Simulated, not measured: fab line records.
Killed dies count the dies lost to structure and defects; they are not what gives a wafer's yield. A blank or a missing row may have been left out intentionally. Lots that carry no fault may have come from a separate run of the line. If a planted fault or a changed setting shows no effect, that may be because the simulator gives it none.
Comparing a struck lot with a sound one || flow sky130 || 15 out of 708 route steps
Sound: the wafers L684.2, L684.4, L684.5. Struck: wafers L689.3, L689.5, L689.6. The cause is named last.
Each step with rows lists, per side, the tool, then ch with its chambers, then its first start. Under that, the readings that differ: sound wafers || struck wafers || difference of the means || sigmas: that difference in standard deviations of wafers without a fault.
alike: words and numbers the same on both sides, and readings whose means are apart by under 2 such deviations; not compared: readings that were withheld, readings missing a value for some wafer, numbers with overlapping values and no deviation given by the record, and bounds like >300 which may hide the same value.
A row with sigmas, a row that says differs or no value, or rows on one side alone: a step with any of these is where the two part. When numbers do not overlap yet have no deviation, they are printed without sigmas and do not part them. A reading missing from all wafers of one side parts the sides only when that side holds two or more wafers.

first, 8 steps without rows for these wafers: SKY_VIA2_DEHYDRATE_04 (time 60 s); SKY_VIA2_HMDS_05 (prime time 60 s); SKY_VIA2_COAT_06 (resist thk 60 nm); SKY_VIA2_COAT_07 (resist thk 450 nm); SKY_VIA2_SOFTBAKE_08 (time 90 s); SKY_VIA2_EXPOSE_09 (exposes mask VIM2, target cd 200 nm); SKY_VIA2_PEB_10; SKY_VIA2_DEVELOP_11 (develop time 60 s).
SKY_VIA2_CD_MEAS_12 targets a cd of 200 nm.
  sound on cd_sem-01 at day 38 02:05; struck on cd_sem-02 at day 39 07:14
  alike: cd_nm
SKY_VIA2_OVL_MEAS_13:
  sound on overlay-02 at day 38 02:12; struck on overlay-02 at day 39 07:19
  alike: VIA2_OVL
SKY_VIA2_ETCH_14: etches BARC in N2/H2, stops on SiO2, time 45.9 s, target depth 60 nm.
  sound on rie_diel-02 ch 0,1,2, day 38 02:14; struck on rie_diel-01 ch 0,2,3, day 39 07:20
  alike: drypump_motor_current_A, oes_product_au, throttle_valve_pct
  not compared: rf_hours_counter_h
SKY_VIA2_ETCH_15: etches SiO2 in C4F8/O2/Ar, stops on TiN, target depth 546 nm, time 84 s.
  sound on rie_diel-02 ch 0,1,2, day 38 02:16; struck on rie_diel-01 ch 0,2,3, day 39 07:23
  alike: oes_product_au
  not compared: rf_hours_counter_h
SKY_VIA2_STRIP_16: strips in O2/N2.
  sound on plasma_asher-04 ch 0,1, day 38 02:20; struck on plasma_asher-03 ch 0,1, day 39 07:29
  no value came back on the struck wafers for chamber_pressure_mTorr (mTorr), drypump_motor_current_A (A), oes_product_au (a.u.), strip_time_to_endpoint_s (s); on the sound wafers chamber_pressure_mTorr (mTorr) reads 1501.5 1499.3 1501.2
{"reading": "model.KrF-thick_of_VIA2_COAT_07.thk_nm (nm)", "sound": "0 0 0", "struck": "281.4 284.5 284.9", "difference": "+283.6", "sigmas": ""}
  not compared: rf_hours_counter_h
then, 1 step without rows for these wafers: SKY_VIA2_STRIP_17 (strips in post etch residue remover, time 1200 s).
-- the record jumps here: 9 days lie between the struck wafers' starts before and after (it left off in module VIA2 and takes up again in module PAD_OPEN, whose first step shown is number 708 of the route) --
SKY_PAD_OPEN_PROBE_99:
  the record has rows for the struck wafers here (prober-01, day 48 06:32) and none for the sound ones

## WHERE THEY PART
First at SKY_VIA2_STRIP_16; last, within this record, at SKY_PAD_OPEN_PROBE_99.

WHY: what had been put in by the simulator
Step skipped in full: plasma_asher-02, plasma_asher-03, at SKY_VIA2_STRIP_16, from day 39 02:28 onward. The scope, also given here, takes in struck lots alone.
